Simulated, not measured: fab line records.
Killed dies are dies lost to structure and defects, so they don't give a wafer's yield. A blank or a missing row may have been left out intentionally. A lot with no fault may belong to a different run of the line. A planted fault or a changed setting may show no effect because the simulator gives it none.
Matching of chambers + flow gf180mcu + GF_V5_CMP_26 on cmp-01: 4 sister chambers
The step polishes, stops on SiO2, t overpolish 15 s, target thk 0 nm. 4 wafers are shown with their chamber, then 9 later ones without.

== WAFERS WITH THEIR CHAMBER ==
| wafer  | chamber | motor current A (A) |
|--------|---------|---------------------|
| L996.5 | 1       | 10.9                |
| L997.1 | 3       | 12.0                |
| L997.2 | 0       | 10.5                |
| L997.4 | 2       | 9.3                 |

== WAFERS WITHOUT THEIR CHAMBER ==
| wafer  | motor current A (A) |
|--------|---------------------|
| L999.1 | 9.9                 |
| L999.3 | 11.3                |
| L999.6 | 12.0                |
| L100.1 | 11.3                |
| L100.3 | 9.9                 |
| L100.4 | 9.6                 |
| L105.1 | 11.9                |
| L105.5 | 11.6                |
| L105.6 | 10.3                |

== WHICH CHAMBER EACH ONE RAN IN ==
| wafer  | from the rows above          | in truth                   |
|--------|------------------------------|----------------------------|
| L999.1 | can't be placed: 0 or 2 or 1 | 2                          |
| L999.3 | can't be placed: 1 or 3 or 0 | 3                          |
| L999.6 | 3                            | 3                          |
| L100.1 | can't be placed: 1 or 3 or 0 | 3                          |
| L100.3 | can't be placed: 0 or 2 or 1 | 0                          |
| L100.4 | can't be placed: 2 or 0      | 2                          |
| L105.1 | 3                            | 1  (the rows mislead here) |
| L105.5 | can't be placed: 3 or 1 or 0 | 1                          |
| L105.6 | can't be placed: 0 or 1      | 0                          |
1 of 9 placed correctly. Not placeable from these rows: 7 (in 7, the candidates include the true chamber). Placed wrongly: 1.
How it was worked out, from the rows above alone: a wafer's distance from a chamber is the root of the sum, over the readings, of the square of ((its reading less the chamber's mean) divided by the reading's scatter). If the next closest chamber is less than 2 further off than the closest, the wafer can't be placed; otherwise it belongs to the closest. The mean given for a chamber averages the wafers shown for that chamber. The scatter: with one shown wafer a chamber, the root of the mean of the squares of how far each hidden wafer lies from its nearest shown one.
